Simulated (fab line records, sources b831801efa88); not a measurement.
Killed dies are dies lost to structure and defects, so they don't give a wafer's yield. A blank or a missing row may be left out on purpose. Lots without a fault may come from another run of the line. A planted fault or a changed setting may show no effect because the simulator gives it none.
Chamber matching | flow gf180mcu | GF_V1_CMP_04 on cmp-01: 4 sister chambers
The step polishes SiO2. 8 wafers are shown with their chamber, then 9 later ones without.

WAFERS WITH THEIR CHAMBER
wafer  | chamber | motor_current_A (A) | time_to_endpoint_s (s)
L526.1 | 1       | 11.9                | 78
L528.5 | 2       | 11.6                | 87
L533.6 | 2       | 11.4                | 84
L534.1 | 0       | 14.3                | 75
L534.5 | 3       | 12.5                | 83
L536.1 | 1       | 11.5                | 69
L536.4 | 0       | 13.7                | 78
L536.6 | 3       | 11.8                | 78

WAFERS WITHOUT THEIR CHAMBER
wafer  | motor_current_A (A) | time_to_endpoint_s (s)
L542.3 | 11.4                | 69
L542.4 | 11.3                | 77
L542.5 | 12.9                | 77
L543.2 | 12.4                | 83
L543.5 | 11.6                | 91
L543.6 | 11.6                | 81
L547.1 | 11.0                | 86
L547.2 | 11.7                | 84
L547.6 | 12.4                | 83

WHICH CHAMBER EACH WENT THROUGH
wafer  | from the rows above          | in truth
L542.3 | 1                            | 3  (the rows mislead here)
L542.4 | can't be placed: 1 or 2 or 3 | 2
L542.5 | can't be placed: 3 or 0 or 1 | 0
L543.2 | can't be placed: 3 or 2      | 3
L543.5 | can't be placed: 2 or 3      | 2
L543.6 | can't be placed: 2 or 3 or 1 | 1
L547.1 | 2                            | 2
L547.2 | can't be placed: 2 or 3 or 1 | 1
L547.6 | can't be placed: 3 or 2      | 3
Placed correctly: 1 of 9. Can't be placed from these rows: 7 (the true chamber is among the candidates in 7). Placed wrongly: 1.
How it was worked out, from the rows above alone: a wafer's distance from a chamber is the root of the sum, over the readings, of the square of ((its reading less the chamber's mean) divided by the reading's scatter). The wafer belongs to the nearest chamber; if the next one is less than 2 further off, it can't be placed. A chamber's mean is the mean of its shown wafers. The scatter: the root of (the sum of the squares of (reading less its chamber's mean) over the shown wafers, divided by (wafers less chambers)).
